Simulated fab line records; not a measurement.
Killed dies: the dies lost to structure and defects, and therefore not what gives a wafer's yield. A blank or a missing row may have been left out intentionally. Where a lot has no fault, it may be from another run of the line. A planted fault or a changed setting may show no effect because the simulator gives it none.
A lot that was struck, set against a sound lot ; flow gf180mcu ; 27 steps out of a route of 602
Sound: these wafers, L921.1, L921.2, L921.6. Wafers struck: L913.1, L913.2, L913.5. The cause comes at the end.
Per side, at each step with rows, come the tool, then ch with its chambers, and then its first start. Under that, the readings that differ: sound wafers ; struck wafers ; difference of the means ; sigmas: that difference in standard deviations of wafers without a fault.
alike: a reading whose means differ by less than 2 such deviations, as well as words and numbers matching on both sides. not compared: withheld readings; readings where some wafer has no value; bounds like >300 that might hide an equal value; numbers whose values overlap and for which the record gives no deviation.
Wherever a step has rows on one side only, a row that says differs or no value, or a row with sigmas, the two part there. Numbers that have no deviation but don't overlap get no sigmas and don't part them. Lack of a reading on every wafer of one side parts them only where that side has two or more wafers.

first, 1 step without rows for these wafers: GF_V5_ETCH_16 (etches BARC in N2/H2).
GF_V5_ETCH_17: etches SiO2 in C4F8/O2/Ar, stops on TiN, target depth 855 nm.
  sound on rie_diel-04 ch 0,1,2; struck on rie_diel-04 ch 1,2
  alike: oes_product_au
then, 3 steps without rows for these wafers: GF_V5_STRIP_18 (strips in O2/N2); GF_V5_STRIP_19 (strips in post etch residue remover, time 1200 s); GF_V5_CLEAN_20 (cleans in DIW).
GF_V5_SPUTTER_21: material Ti, target thk 15 nm, time 80.02 s.
  sound on pvd_sputter-01 at day 31 20:58; struck on pvd_sputter-01 at day 29 18:41
  alike: cathode_dc_power_W, chamber_pressure_pa, throttle_valve_pct
GF_V5_SPUTTER_22: material TiN, target thk 10 nm, time 40 s.
  sound on pvd_sputter-01 at day 31 21:01; struck on pvd_sputter-01 at day 29 18:46
  alike: cathode_dc_power_W, chamber_pressure_pa, throttle_valve_pct
GF_V5_CVD_23: deposits W, target thk 350 nm, time 104.9 s.
  sound on cvd_w-02 ch 0,1, day 31 21:04; struck on cvd_w-01 ch 0,1, day 29 18:47
  alike: chamber_pressure_Torr, heater_power_w
GF_V5_RS_MEAS_24: uses a four-point probe to measure.
  sound on film_metro-02 at day 31 21:10; struck on film_metro-03 at day 29 18:55
  alike: V5_W_RS
GF_V5_THK_MEAS_25: measures by xrf.
  sound on film_metro-02 at day 31 21:17; struck on film_metro-03 at day 29 19:02
reading;sound;struck;difference;sigmas
V5_W_THK (nm);342 343 340;351 353 353;+11;+3
GF_V5_CMP_26: polishes, stops on SiO2, t overpolish 15 s, target thk 0 nm.
  sound on cmp-02 ch 0,1,3, day 31 21:34; struck on cmp-01 ch 1,3, day 29 19:05
  alike: motor_current_A, overpolish_run_s, time_to_endpoint_s
then, 1 step without rows for these wafers: GF_TOP_METAL_SPUTTER_00 (material Ti, target thk 37.5 nm, time 150 s).
GF_TOP_METAL_SPUTTER_01: material TiN, target thk 30 nm, time 25 s.
  sound on pvd_sputter-04 at day 31 21:52; struck on pvd_sputter-04 at day 29 19:29
  no value came back on the struck wafers for cathode_dc_power_W (W), chamber_pressure_pa (Pa), throttle_valve_pct (%); on the sound wafers cathode_dc_power_W (W) reads 6500.0 6503.1 6499.7
then, 10 steps without rows for these wafers: GF_TOP_METAL_SPUTTER_02 (material AlCu, target thk 900 nm, time 47.82 s); GF_TOP_METAL_SPUTTER_03 (material Ti, target thk 5 nm, time 3.3 s); GF_TOP_METAL_SPUTTER_04 (material TiN, target thk 25 nm, time 20.8 s); GF_TOP_METAL_DEHYDRATE_07 (time 60 s); GF_TOP_METAL_HMDS_08 (prime time 60 s); GF_TOP_METAL_COAT_09 (resist thk 1500 nm); GF_TOP_METAL_SOFTBAKE_10 (time 60 s); GF_TOP_METAL_EXPOSE_11 (exposes mask MetalTop, target cd 440 nm); GF_TOP_METAL_PEB_12; GF_TOP_METAL_DEVELOP_13 (develop time 60 s).
GF_TOP_METAL_CD_MEAS_14: target cd 440 nm.
  sound on cd_sem-02 at day 32 14:48; struck on cd_sem-02 at day 30 14:20
  alike: cd_nm
GF_TOP_METAL_OVL_MEAS_15:
  sound on overlay-01 at day 32 14:55; struck on overlay-01 at day 30 14:27
  alike: TOP_METAL_OVL
GF_TOP_METAL_METAL_ETCH_16: etches the open film in Cl2/BCl3, stops on SiO2, target depth 1077.5 nm, time 179.6 s.
  sound on rie_metal-04 ch 1, day 32 14:58; struck on rie_metal-02 ch 0,1, day 30 14:29
reading;sound;struck;difference;sigmas
oes_product_au (a.u.);0.959 0.971 0.974;0.944 0.946 0.947;-0.022;-3
throttle_valve_pct (%);28.262 28.245 28.249;28.291 28.277 28.275;+0.029;+3
  alike: drypump_motor_current_A
  not compared: rf_hours_counter_h
then, 1 step without rows for these wafers: GF_TOP_METAL_STRIP_17 (strips in O2/N2).

## WHERE THEY PART
Earliest at GF_V5_THK_MEAS_25; latest, in this record, at GF_TOP_METAL_METAL_ETCH_16.

WHY: what had been put in by the simulator
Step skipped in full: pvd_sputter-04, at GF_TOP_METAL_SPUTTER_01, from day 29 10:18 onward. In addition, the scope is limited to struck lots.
